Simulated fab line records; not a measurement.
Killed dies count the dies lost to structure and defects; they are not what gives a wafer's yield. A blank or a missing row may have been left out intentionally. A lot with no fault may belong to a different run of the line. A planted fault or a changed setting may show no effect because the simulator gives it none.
Code-filled problem report in 8D (eight disciplines) form | flow sky130 | the parts of the form that need people (team, actions taken, sign-off) are left out

== 1. THE ISSUE ==
killed_at_other at SKY_PAD_OPEN_PROBE_99 reads a mean of 48.2 on 6 wafers of 2 lots; wafers without a fault read 0.3 with a standard deviation of 0.6. Relative to the usual mean, that is a shift of +80 standard deviations.
Earliest sighting: wafer L747.1 on prober-02 at day 50 11:17. At this step, 6 wafers from 2 lots have a number in the record. The rule behind "out" and "out of limits": a value lying over 4 standard deviations away from the usual mean. The other wafers with a number count as sound.

== 2. WHAT IT IS AND WHAT IT IS NOT ==
question                    | is                     | is not
which readings at this step | killed_at_other        | killed_at_M0_to_M3, killed_at_M4_up, killed_at_contacts, killed_at_front_end, killed_open, killed_short
which lots                  | L747, L748             | -
which wafers of those lots  | all that have a number | -
read on which tools         | prober-01, prober-02   | -
when                        | from day 50 11:17      | up to then (0 sound wafers)

== 3. WHAT RULES OUT EACH SUSPECT ==
Counting: any tool at a process step up to the reading is kept as a suspect provided that every lot that is out went through it and no sound lot did after the first of them.
- plasma_asher-03 at SKY_RES_XHIGH_STRIP_08 (strips in O2/N2): kept. It ran every lot that is out, first L747 (day 33 11:26), and no sound lot after that.
- cvd_w-01 at SKY_VIA4_CVD_18 (deposits W, target thk 505 nm, time 152.14 s): kept. It ran every lot that is out, first L747 (day 48 03:24), and no sound lot after that.
After counting, plasma_asher-03 at SKY_RES_XHIGH_STRIP_08 and cvd_w-01 at SKY_VIA4_CVD_18 remain.

== 4. THE CAUSE (what the simulator had put in) ==
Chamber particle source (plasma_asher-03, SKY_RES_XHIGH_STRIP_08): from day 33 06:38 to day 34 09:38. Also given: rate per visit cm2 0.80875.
Counting leaves 2 suspects; this tool is one of them.

== 5. THE EFFECT CHAIN, in route order ==
Rows list readings where the struck wafers' mean (over those with a number) sits beyond 3 standard deviations from the usual. Readings are gone through only where the record gives a usual standard deviation; hours: the median, over the lots, of the time from a lot's start at the first step in this table giving one to that lot's start at this step; sigmas: the change measured in usual standard deviations.
hours | step                  | reading         | usual | on struck wafers | change | sigmas
0     | SKY_PAD_OPEN_PROBE_99 | killed_at_other | 0.3   | 48.2             | +47.9  | +80
0     | SKY_PAD_OPEN_PROBE_99 | killed_dies     | 86    | 130              | +44    | +5.1
The process steps in it:
- SKY_PAD_OPEN_PROBE_99

== 6. HOW IT WOULD HAVE BEEN CAUGHT EARLIER ==
The fault began at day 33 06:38; the first out-of-limits reading in this record came at day 50 11:17, 413 hours later.
Of the tool readings at SKY_RES_XHIGH_STRIP_08 for which the record gives a usual standard deviation, none was out on any struck wafer, so an alarm limit of 4 standard deviations on them would not have fired.
The start of SKY_RES_XHIGH_STRIP_08 on plasma_asher-03 came by day 50 11:17 for every one of the lots that are out (2). Holding the tool at that point would not have protected any of them.
